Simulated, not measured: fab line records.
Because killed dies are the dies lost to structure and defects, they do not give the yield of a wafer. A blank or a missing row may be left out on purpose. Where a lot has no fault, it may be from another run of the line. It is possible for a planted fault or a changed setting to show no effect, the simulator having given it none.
fab line records	flow sky130
record lots=7	wafers=21	lastDay=48
route steps=708 shown RES_XHIGH@339 SD_N@342 SD_P@359 PAD_OPEN@708
lots that met no fault: from a run of the same line without faults
startH: hours from the record's first day to the start of the lot's first wafer shown	waitH: time in hours since the lot's previous step	" repeats the value in the row above	L1.1+2: a single row standing in for several wafers	- either no value or no given start	* or withheld: withheld	< > ~ a bound
route shown NAME@n: NAME is a module with steps in the file, n the number in the route of the first one	usual: mean/standard deviation taken from wafers without a fault	same: alike in all rows	chamber/n: place in a boat	sites: the reading at each site	_std_site: standard deviation of those values	_edge_site: mean of outer sites minus mean of inner sites	radiusMm: how far each site lies from the wafer's centre	mask NAME#n: copy n	behind: the tool/chamber that last shaped the wafer	hold: the reason the lot was held/the length of the hold in hours/how it ended	device: whichever transistor did not switch (one of n, p or np)	end of line: the route-end tests of the same wafers	a step given without rows: its recipe and nothing more	killed: dies lost to structure and defects at the first sort, not the wafer's yield	map: a wafer's dies, x killed, . not, _ none there
set.NAME: the setting that was run; set.NAME@STEP: the one run at that earlier step	model.NAME: the simulator's own value behind a step, which no gauge read
lots at selected steps of the route; one table per step, one row per wafer
services: a tool's chamber out of use, with start hour (startH, from the record's first day; less than 0 if before it), hours out, and reason
## steps
# step SKY_RES_XHIGH_IMPLANT_07
# recipe species=BF2	energyKev=20	doseCm2=3.6e+14	tiltDeg=0
# step SKY_RES_XHIGH_STRIP_08
# recipe chemistry=O2/N2	powerW=1400	pressureMtorr=1500	platenTempC=withheld	o2FlowSccm=3000	n2FlowSccm=300	overashFraction=0.5
# usual drypumpMotorCurrentA=5.7/0.34	oesProductAu=0.711/0.0039	stripTimeToEndpointS=14.27/0.046
lot.wafer	tool	chamber	startH	waitH	drypumpMotorCurrentA	oesProductAu	rfHoursCounterH	stripTimeToEndpointS
L640.2	plasmaAsher-01	1	628.09	0.1	5.1	0.704	79	14.24
L640.3	"	1	"	"	5.2	0.710	-	14.25
L640.4	"	0	"	"	5.8	0.705	-	14.20
L642.1	plasmaAsher-02	0	647.41	0.1	5.5	0.710	53	14.39
L642.2	"	1	"	"	6.1	0.708	53	14.35
L642.5	"	0	"	"	5.5	0.718	-	14.36
L643.1	plasmaAsher-03	1	659.24	0.1	6.1	0.710	22	14.32
L643.5	"	1	"	"	6.0	0.718	-	14.25
L643.6	"	0	"	"	5.6	0.711	-	14.35
L644.1	plasmaAsher-03	1	660.69	0.1	6.0	0.710	22	14.37
L644.3	"	1	"	"	6.0	0.707	-	14.33
L644.4	"	0	"	"	5.6	0.712	-	14.35
L649.2	plasmaAsher-03	0	706.49	0.1	5.6	0.717	29	14.18
L649.3	"	1	"	"	6.0	0.711	-	14.24
L649.6	"	0	"	"	5.6	0.706	-	14.15
L650.3	plasmaAsher-03	0	718.92	0.1	5.6	0.712	-	14.24
L650.5	"	1	"	"	6.0	0.715	-	14.23
L650.6	"	0	"	"	5.5	0.708	-	14.26
L651.1	plasmaAsher-01	0	727.51	0.1	5.8	0.709	88	14.23
L651.2	"	1	"	"	5.1	0.714	88	14.20
L651.5	"	0	"	"	5.8	0.710	-	14.25
# step SKY_RES_XHIGH_TW_MEAS_09
# usual RES_XHIGH_TW=1627/25
lot.wafer	tool	chamber	startH	waitH	RES_XHIGH_TW
L640.2	filmMetro-01	-	628.20	0.1	1628
L640.3	"	-	"	"	1626
L640.4	"	-	"	"	1624
L642.1	filmMetro-02	-	647.51	0.1	1587
L642.2	"	-	"	"	1586
L642.5	"	-	"	"	1597
L643.1	filmMetro-03	-	659.34	0.1	1658
L643.5	"	-	"	"	1648
L643.6	"	-	"	"	1653
L644.1	filmMetro-01	-	660.79	0.1	1636
L644.3	"	-	"	"	1628
L644.4	"	-	"	"	1639
L649.2	filmMetro-02	-	706.60	0.1	1601
L649.3	"	-	"	"	1602
L649.6	"	-	"	"	1605
L650.3	filmMetro-02	-	719.01	0.1	1595
L650.5	"	-	"	"	1599
L650.6	"	-	"	"	1601
L651.1	filmMetro-02	-	727.61	0.1	1615
L651.2	"	-	"	"	1615
L651.5	"	-	"	"	1620
# step SKY_SD_N_DEHYDRATE_00
# recipe tempC=200	timeS=60
# step SKY_SD_N_HMDS_01
# recipe primeTimeS=60	primeTempC=120
# step SKY_SD_N_COAT_02
# recipe resist=NOVOLAK	spinRpm=3000	resistThkNm=1140
# step SKY_SD_N_SOFTBAKE_03
# recipe tempC=90	timeS=60	resist=NOVOLAK
# step SKY_SD_N_EXPOSE_04
# recipe maskId=NSDM	na=0.6	sourceShape=conventional	sigmaOuter=0.6	polarization=unpolarized	targetCdNm=380	doseMj=141
# step SKY_SD_N_PEB_05
# recipe tempC=withheld	timeS=*	resist=NOVOLAK
# step SKY_SD_N_DEVELOP_06
# recipe resist=NOVOLAK	developer=TMAH	developTimeS=60	devTempC=23
# step SKY_SD_N_CD_MEAS_07
# recipe targetCdNm=380
# usual cdNm=380.5/2.3
lot.wafer	tool	chamber	startH	waitH	cdNm
L640.2	cdSem-02	-	656.34	0.1	382.8
L640.3	"	-	"	"	382.5
L640.4	"	-	"	"	380.8
L642.1	cdSem-01	-	675.64	0.1	379.1
L642.2	"	-	"	"	378.4
L642.5	"	-	"	"	378.2
L643.1	cdSem-02	-	687.14	0.1	381.9
L643.5	"	-	"	"	381.1
L643.6	"	-	"	"	383.3
L644.1	cdSem-02	-	688.59	0.1	381.2
L644.3	"	-	"	"	380.4
L644.4	"	-	"	"	381.7
L649.2	cdSem-02	-	734.26	0.1	380.9
L649.3	"	-	"	"	380.5
L649.6	"	-	"	"	379.2
L650.3	cdSem-01	-	746.38	0.1	381.2
L650.5	"	-	"	"	384.0
L650.6	"	-	"	"	379.9
L651.1	cdSem-02	-	754.84	0.1	379.5
L651.2	"	-	"	"	381.3
L651.5	"	-	"	"	380.4
# step SKY_SD_N_OVL_MEAS_08
# usual SD_N_OVL=0.5/1.4
lot.wafer	tool	chamber	startH	waitH	SD_N_OVL[nm]
L640.2	overlay-02	-	656.45	0.1	-1.4
L640.3	"	-	"	"	0.8
L640.4	"	-	"	"	0.2
L642.1	overlay-02	-	675.76	0.1	1.4
L642.2	"	-	"	"	0.0
L642.5	"	-	"	"	1.5
L643.1	overlay-01	-	687.26	0.1	0.4
L643.5	"	-	"	"	-0.4
L643.6	"	-	"	"	-0.2
L644.1	overlay-01	-	688.71	0.1	-1.8
L644.3	"	-	"	"	-0.7
L644.4	"	-	"	"	-0.1
L649.2	overlay-01	-	734.37	0.1	-0.2
L649.3	"	-	"	"	0.4
L649.6	"	-	"	"	0.3
L650.3	overlay-01	-	746.47	0.1	0.1
L650.5	"	-	"	"	0.1
L650.6	"	-	"	"	2.7
L651.1	overlay-01	-	754.96	0.1	-3.1
L651.2	"	-	"	"	-0.9
L651.5	"	-	"	"	0.0
# step SKY_SD_N_IMPLANT_09
# recipe species=As	energyKev=50	doseCm2=4e+15	tiltDeg=0
# usual implantIonAmu=75/0
lot.wafer	tool	chamber	startH	waitH	implantIonAmu	model.implant.rpNm	model.implant.drpNm
L640.2	implanter-04	0	656.51	0.0	75	32.19	14.11
L640.3	"	0	"	"	75	32.19	14.11
L640.4	"	0	"	"	75	32.19	14.11
L642.1	implanter-02	0	675.80	0.0	75	33.37	14.11
L642.2	"	0	"	"	75	33.37	14.11
L642.5	"	0	"	"	75	33.37	14.11
L643.1	implanter-04	0	687.30	0.0	75	31.83	14.11
L643.5	"	0	"	"	75	31.83	14.11
L643.6	"	0	"	"	75	31.83	14.11
L644.1	implanter-03	0	688.75	0.0	75	32.6	14.11
L644.3	"	0	"	"	75	32.6	14.11
L644.4	"	0	"	"	75	32.6	14.11
L649.2	implanter-04	0	734.42	0.0	31	60.84	25.6
L649.3	"	0	"	"	31	60.84	25.6
L649.6	"	0	"	"	31	60.84	25.6
L650.3	implanter-04	0	746.55	0.1	31	61.88	25.6
L650.5	"	0	"	"	31	61.88	25.6
L650.6	"	0	"	"	31	61.88	25.6
L651.1	implanter-03	0	755.00	0.0	31	61.41	25.6
L651.2	"	0	"	"	31	61.41	25.6
L651.5	"	0	"	"	31	61.41	25.6
# step SKY_SD_N_IMPLANT_10
# recipe species=P	energyKev=20	doseCm2=1e+14	tiltDeg=0
# step SKY_SD_N_STRIP_11
# recipe chemistry=O2/N2	powerW=1400	pressureMtorr=1500	platenTempC=withheld	o2FlowSccm=3000	n2FlowSccm=300	overashFraction=0.5
# usual drypumpMotorCurrentA=5.8/0.38	oesProductAu=0.527/0.0047	stripTimeToEndpointS=22.57/0.04
lot.wafer	tool	chamber	startH	waitH	drypumpMotorCurrentA	oesProductAu	rfHoursCounterH	stripTimeToEndpointS
L640.2	plasmaAsher-01	1	656.78	0.1	5.1	0.532	81	22.56
L640.3	"	0	"	"	5.8	0.528	-	22.59
L640.4	"	1	"	"	5.1	0.529	-	22.58
L642.1	plasmaAsher-01	0	676.10	0.1	5.8	0.535	84	22.53
L642.2	"	1	"	"	5.1	0.527	84	22.54
L642.5	"	0	"	"	5.8	0.526	-	22.57
L643.1	plasmaAsher-02	1	687.60	0.1	6.2	0.528	57	22.52
L643.5	"	0	"	"	5.5	0.527	-	22.51
L643.6	"	1	"	"	6.1	0.521	-	22.52
L644.1	plasmaAsher-01	1	689.05	0.1	5.1	0.524	85	22.57
L644.3	"	1	"	"	5.1	0.530	-	22.54
L644.4	"	0	"	"	5.8	0.532	-	22.57
L649.2	plasmaAsher-01	1	734.70	0.1	5.2	0.487	89	25.15
L649.3	"	1	"	"	5.1	0.495	-	25.22
L649.6	"	1	"	"	5.1	0.495	-	25.17
L650.3	plasmaAsher-02	1	746.83	0.1	6.2	0.498	-	25.14
L650.5	"	1	"	"	6.1	0.497	-	25.16
L650.6	"	0	"	"	5.5	0.493	-	25.16
L651.1	plasmaAsher-02	0	755.30	0.1	5.5	0.499	65	25.15
L651.2	"	1	"	"	6.1	0.492	65	25.11
L651.5	"	0	"	"	5.5	0.504	-	25.17
# step SKY_SD_N_TW_MEAS_12
# usual SD_N_TW=3973/52
lot.wafer	tool	chamber	startH	waitH	SD_N_TW
L640.2	filmMetro-01	-	656.89	0.1	3957
L640.3	"	-	"	"	3973
L640.4	"	-	"	"	3974
L642.1	filmMetro-03	-	676.20	0.1	4043
L642.2	"	-	"	"	4027
L642.5	"	-	"	"	4051
L643.1	filmMetro-01	-	687.70	0.1	3928
L643.5	"	-	"	"	3923
L643.6	"	-	"	"	3947
L644.1	filmMetro-03	-	689.15	0.1	4018
L644.3	"	-	"	"	4043
L644.4	"	-	"	"	4037
L649.2	filmMetro-03	-	734.81	0.1	4514
L649.3	"	-	"	"	4519
L649.6	"	-	"	"	4525
L650.3	filmMetro-02	-	746.92	0.1	4357
L650.5	"	-	"	"	4376
L650.6	"	-	"	"	4353
L651.1	filmMetro-01	-	755.40	0.1	4444
L651.2	"	-	"	"	4452
L651.5	"	-	"	"	4467
# step SKY_SD_N_CLEAN_13
# recipe chemistry=SC1/SC2	mix=1:4:20	tempC=70	timeS=150	dry=n2Spin
# step SKY_SD_N_RTA_14
# recipe tempC=1075	timeS=2	idleTempC=650	rampUpCPerS=150	rampDownCPerS=90	ambient=N2
# usual lampPowerPct=15.73/0.051	wafer_temp_C_max=1078.1/1.4
lot.wafer	tool	chamber	startH	waitH	lampPowerPct	wafer_temp_C_max
L640.2	rtpAnneal-01	0	657.00	0.0	15.70	1076.8
L640.3	"	0	"	"	15.80	1077.3
L640.4	"	0	"	"	15.77	1081.4
L642.1	rtpAnneal-01	0	676.31	0.0	15.75	1080.5
L642.2	"	0	"	"	15.71	1079.4
L642.5	"	0	"	"	15.71	1080.0
L643.1	rtpAnneal-02	0	687.81	0.0	15.67	1077.1
L643.5	"	0	"	"	15.83	1077.0
L643.6	"	0	"	"	15.82	1080.5
L644.1	rtpAnneal-01	0	689.26	0.0	15.74	1074.9
L644.3	"	0	"	"	15.70	1078.9
L644.4	"	0	"	"	15.61	1079.1
L649.2	rtpAnneal-02	0	734.92	0.0	15.72	1076.9
L649.3	"	0	"	"	15.69	1077.5
L649.6	"	0	"	"	15.65	1077.2
L650.3	rtpAnneal-01	0	747.02	0.0	15.63	1078.4
L650.5	"	0	"	"	15.72	1080.6
L650.6	"	0	"	"	15.65	1080.3
L651.1	rtpAnneal-02	0	755.51	0.0	15.72	1081.3
L651.2	"	0	"	"	15.79	1080.6
L651.5	"	0	"	"	15.74	1079.3
# step SKY_SD_N_RS_MEAS_16
# recipe thkMeasGauge=four-point-probe
# usual SD_N_RS=68.54/0.14
lot.wafer	tool	chamber	startH	waitH	SD_N_RS[ohm/sq]
L640.2	filmMetro-01	-	657.18	0.1	68.54
L640.3	"	-	"	"	68.68
L640.4	"	-	"	"	68.51
L642.1	filmMetro-01	-	676.48	0.1	68.75
L642.2	"	-	"	"	68.89
L642.5	"	-	"	"	68.76
L643.1	filmMetro-02	-	687.98	0.1	68.57
L643.5	"	-	"	"	68.38
L643.6	"	-	"	"	68.44
L644.1	filmMetro-01	-	689.43	0.1	68.59
L644.3	"	-	"	"	68.59
L644.4	"	-	"	"	68.53
L649.2	filmMetro-01	-	735.11	0.1	30.64
L649.3	"	-	"	"	30.59
L649.6	"	-	"	"	30.63
L650.3	filmMetro-01	-	747.22	0.1	30.72
L650.5	"	-	"	"	30.67
L650.6	"	-	"	"	30.69
L651.1	filmMetro-02	-	755.68	0.1	30.59
L651.2	"	-	"	"	30.59
L651.5	"	-	"	"	30.50
# step SKY_SD_N_RS_MEAS_17
# recipe thkMeasGauge=four-point-probe
# usual SD_P_RS=147.1/0.35
lot.wafer	tool	chamber	startH	waitH	SD_P_RS[ohm/sq]
L640.2	filmMetro-01	-	657.30	0.1	147.1
L640.3	"	-	"	"	147.3
L640.4	"	-	"	"	147.2
L642.1	filmMetro-01	-	676.60	0.1	147.4
L642.2	"	-	"	"	147.3
L642.5	"	-	"	"	147.8
L643.1	filmMetro-02	-	688.10	0.1	147.3
L643.5	"	-	"	"	146.9
L643.6	"	-	"	"	147.7
L644.1	filmMetro-01	-	689.55	0.1	146.9
L644.3	"	-	"	"	147.2
L644.4	"	-	"	"	146.8
L649.2	filmMetro-01	-	735.23	0.1	147.1
L649.3	"	-	"	"	147.2
L649.6	"	-	"	"	147.0
L650.3	filmMetro-01	-	747.34	0.1	147.6
L650.5	"	-	"	"	147.1
L650.6	"	-	"	"	146.9
L651.1	filmMetro-02	-	755.80	0.1	146.8
L651.2	"	-	"	"	146.8
L651.5	"	-	"	"	147.0
# step SKY_PAD_OPEN_PROBE_99
# usual killed_at_M0_to_M3=43/6.7	killed_at_M4_up=3.0/1.9	killedAtContacts=25/5.4	killedAtFrontEnd=16/4.5	killedAtOther=0.4/0.62	killedDies=87/9.6	killedOnRim=17/3.6	killedOpen=47/7	killedShort=39/6.1
# same grossDies=492	killedAtBackSide=0
lot.wafer	tool	chamber	startH	waitH	killed_at_M0_to_M3	killed_at_M4_up	killedAtContacts	killedAtFrontEnd	killedAtOther	killedDies	killedOnRim	killedOpen	killedShort
L640.2	prober-01	-	1082.14	0.1	53	2	25	19	0	99	19	62	37
L640.3	prober-01	-	1082.19	0.2	48	4	29	18	1	100	28	54	46
L640.4	prober-01	-	1082.24	0.2	42	2	26	17	0	87	16	45	42
L642.1	prober-01	-	1094.46	0.1	38	1	25	25	0	89	13	56	33
L642.2	prober-01	-	1094.51	0.1	44	4	18	20	0	86	11	45	41
L642.5	prober-01	-	1094.66	0.2	45	2	24	14	2	87	14	43	44
L643.1	prober-02	-	1104.36	0.1	41	3	24	16	2	86	10	44	41
L643.5	prober-02	-	1104.56	0.2	50	1	29	16	1	97	17	54	42
L643.6	prober-02	-	1104.61	0.2	43	1	16	13	2	75	13	45	30
L644.1	prober-01	-	1107.36	0.1	45	3	33	10	0	91	19	50	41
L644.3	prober-01	-	1107.46	0.2	42	3	29	21	0	95	15	53	42
L644.4	prober-01	-	1107.51	0.2	60	5	32	10	0	107	16	62	45
L649.2	prober-02	-	1137.43	0.1	46	5	23	9	0	83	14	51	32
L649.3	prober-02	-	1137.48	0.2	47	1	25	14	1	88	19	48	40
L649.6	prober-02	-	1137.63	0.2	56	2	23	9	0	90	17	48	41
L650.3	prober-01	-	1147.92	0.2	39	3	19	25	0	86	13	47	37
L650.5	prober-01	-	1148.02	0.2	49	6	16	16	0	87	23	57	28
L650.6	prober-01	-	1148.07	0.2	53	2	19	27	0	101	21	60	38
L651.1	prober-02	-	1151.68	0.1	50	8	26	14	0	98	19	51	45
L651.2	prober-02	-	1151.73	0.1	43	7	24	13	0	87	16	43	44
L651.5	prober-02	-	1151.88	0.2	44	3	21	8	1	77	17	45	32
# killed by level:class
L640.2 VIA1:geometricParticle:open=15 LI_CONTACT:geometricParticle:open=9 VIA2:geometricParticle:open=8 CONTACT:geometricParticle:open=6 VIA3:geometricParticle:open=6 FIELD_ISO:geometricParticle:open=5 VIA1:geometricParticle:short=5 METAL3:geometricParticle:short=5
L640.3 VIA3:geometricParticle:open=11 LI_CONTACT:geometricParticle:open=10 VIA1:geometricParticle:open=10 CONTACT:geometricParticle:open=9 CONTACT:geometricParticle:short=7 VIA1:geometricParticle:short=7 FIELD_ISO:geometricParticle:open=5 SPACER:geometricParticle:short=5
L640.4 LI_CONTACT:geometricParticle:open=8 VIA3:geometricParticle:open=7 FIELD_ISO:geometricParticle:open=6 CONTACT:geometricParticle:short=6 CONTACT:geometricParticle:open=6 VIA1:geometricParticle:open=6 VIA2:geometricParticle:open=6 FIELD_ISO:geometricParticle:short=5
L642.1 FIELD_ISO:geometricParticle:open=9 LI_CONTACT:geometricParticle:open=9 VIA1:geometricParticle:open=9 VIA2:geometricParticle:open=7 VIA3:geometricParticle:open=7 CONTACT:geometricParticle:open=6 FIELD_ISO:geometricParticle:short=5 CONTACT:geometricParticle:short=5
L642.2 LI_CONTACT:geometricParticle:open=8 METAL2:geometricParticle:short=7 VIA1:geometricParticle:open=6 VIA3:geometricParticle:open=6 FIELD_ISO:geometricParticle:short=5 SPACER:geometricParticle:short=5 VIA2:geometricParticle:open=5 VIA2:geometricParticle:short=5
L642.5 VIA1:geometricParticle:open=10 LI_CONTACT:geometricParticle:open=7 METAL1:geometricParticle:short=7 CONTACT:geometricParticle:open=6 VIA2:geometricParticle:open=6 CONTACT:geometricParticle:short=5 VIA3:geometricParticle:open=5 FIELD_ISO:geometricParticle:short=4
L643.1 VIA1:geometricParticle:open=10 LOCAL_INTERCONNECT:geometricParticle:short=6 CONTACT:geometricParticle:open=6 CONTACT:geometricParticle:short=6 VIA2:geometricParticle:open=6 LI_CONTACT:geometricParticle:open=5 VIA3:geometricParticle:open=5 VIA1:geometricParticle:short=5
L643.5 VIA1:geometricParticle:open=12 CONTACT:geometricParticle:open=8 VIA3:geometricParticle:open=8 LOCAL_INTERCONNECT:geometricParticle:short=7 VIA1:geometricParticle:short=5 METAL2:geometricParticle:short=5 LI_CONTACT:geometricParticle:short=4 LI_CONTACT:geometricParticle:open=4
L643.6 VIA1:geometricParticle:open=12 VIA3:geometricParticle:open=7 VIA2:geometricParticle:open=6 FIELD_ISO:geometricParticle:open=5 LOCAL_INTERCONNECT:geometricParticle:short=5 VIA1:geometricParticle:short=5 LI_CONTACT:geometricParticle:open=4 CONTACT:geometricParticle:open=4
L644.1 VIA1:geometricParticle:open=15 LI_CONTACT:geometricParticle:open=10 CONTACT:geometricParticle:short=6 CONTACT:geometricParticle:open=6 LI_CONTACT:geometricParticle:short=5 METAL2:geometricParticle:short=5 VIA3:geometricParticle:short=5 VIA3:geometricParticle:open=5
L644.3 CONTACT:geometricParticle:open=12 LOCAL_INTERCONNECT:geometricParticle:short=7 VIA2:geometricParticle:open=7 VIA3:geometricParticle:open=7 FIELD_ISO:geometricParticle:short=6 VIA1:geometricParticle:open=6 METAL2:geometricParticle:short=6 VIA2:geometricParticle:short=6
L644.4 VIA1:geometricParticle:open=19 CONTACT:geometricParticle:open=13 VIA2:geometricParticle:open=8 LI_CONTACT:geometricParticle:open=7 CONTACT:geometricParticle:short=7 METAL1:geometricParticle:short=7 METAL2:geometricParticle:short=5 VIA1:geometricParticle:short=5
L649.2 LI_CONTACT:geometricParticle:open=11 VIA1:geometricParticle:open=10 VIA3:geometricParticle:open=10 VIA2:geometricParticle:open=8 VIA1:geometricParticle:short=5 METAL2:geometricParticle:short=5 CONTACT:geometricParticle:open=4 LOCAL_INTERCONNECT:geometricParticle:short=4
L649.3 VIA1:geometricParticle:open=9 VIA2:geometricParticle:open=8 CONTACT:geometricParticle:open=7 VIA3:geometricParticle:open=7 CONTACT:geometricParticle:short=6 VIA1:geometricParticle:short=6 LI_CONTACT:geometricParticle:open=5 METAL2:geometricParticle:short=5
L649.6 VIA1:geometricParticle:open=17 CONTACT:geometricParticle:short=9 METAL2:geometricParticle:short=9 VIA3:geometricParticle:open=9 VIA2:geometricParticle:open=7 LI_CONTACT:geometricParticle:short=5 CONTACT:geometricParticle:open=4 POLY_GATE:geometricParticle:open=3
L650.3 POLY_GATE:geometricParticle:short=10 VIA1:geometricParticle:open=9 VIA2:geometricParticle:open=8 CONTACT:geometricParticle:open=7 POLY_GATE:geometricParticle:open=6 LI_CONTACT:geometricParticle:open=6 VIA2:geometricParticle:short=5 VIA3:geometricParticle:open=5
L650.5 VIA1:geometricParticle:open=18 VIA2:geometricParticle:open=8 VIA3:geometricParticle:open=8 CONTACT:geometricParticle:open=5 VIA2:geometricParticle:short=4 POLY_GATE:geometricParticle:open=4 LI_CONTACT:geometricParticle:short=4 POLY_GATE:geometricParticle:short=3
L650.6 VIA1:geometricParticle:open=12 VIA2:geometricParticle:open=12 CONTACT:geometricParticle:open=11 VIA3:geometricParticle:open=8 FIELD_ISO:geometricParticle:open=7 METAL2:geometricParticle:short=6 METAL1:geometricParticle:short=5 FIELD_ISO:geometricParticle:short=4
L651.1 VIA1:geometricParticle:open=13 CONTACT:geometricParticle:open=9 CONTACT:geometricParticle:short=8 VIA2:geometricParticle:open=8 VIA1:geometricParticle:short=5 VIA3:geometricParticle:open=5 METAL4:geometricParticle:short=5 FIELD_ISO:geometricParticle:open=4
L651.2 LI_CONTACT:geometricParticle:open=12 VIA3:geometricParticle:open=8 VIA1:geometricParticle:short=7 VIA2:geometricParticle:short=5 VIA2:geometricParticle:open=5 METAL4:geometricParticle:short=5 VIA1:geometricParticle:open=4 METAL2:geometricParticle:short=4
L651.5 CONTACT:geometricParticle:open=11 VIA1:geometricParticle:open=10 VIA2:geometricParticle:open=8 LI_CONTACT:geometricParticle:open=4 VIA1:geometricParticle:short=4 VIA2:geometricParticle:short=4 VIA3:geometricParticle:open=4 CONTACT:geometricParticle:short=3
## services
tool	chamber	startH	hours	kind
implanter-04	-	623.32	5.6	pm
implanter-03	-	640.66	4.7	pm
implanter-04	-	657.55	17.6	pm
implanter-04	-	695.34	2.7	repair
plasmaAsher-01	-	708.94	3.8	repair
implanter-02	-	713.45	1.0	repair
implanter-04	-	724.85	2.4	repair
## key
firstSign step=SKY_SD_N_IMPLANT_09	reading=implantIonAmu	direction=down	sigmas=99+	usual=75	struck=31
effect step=SKY_SD_N_STRIP_11	reading=stripTimeToEndpointS	direction=up	sigmas=64	usual=*	struck=*
effect step=SKY_SD_N_TW_MEAS_12	reading=SD_N_TW	direction=up	sigmas=9	usual=3973	struck=4445
effect step=SKY_SD_N_RS_MEAS_16	reading=SD_N_RS	direction=down	sigmas=99+	usual=68.54	struck=30.62
modelEffect step=SKY_SD_N_IMPLANT_09	value=implant.rpNm	without=32.56	struck=61.38
metAt SKY_SD_N_IMPLANT_09
struckWafers L649.2,L649.3,L649.6,L650.3,L650.5,L650.6,L651.1,L651.2,L651.5
testerLeftOut L649,L650,L651
onsetBetween 688.75 734.42
fault kind=wrongRecipeDownload	tool=implanter-02,implanter-03,implanter-04	chamber=-	onsetH=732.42	steps=SKY_SD_N_IMPLANT_09	wrongRecipe.notListed=1
# testerLeftOut: of these lots the tester's yield and bins aren't shown, on N5 and GAA mostly nor the transistor test; their killed dies are dies lost to structure and defects alone, not to doping, threshold or leakage, so they don't give the yield
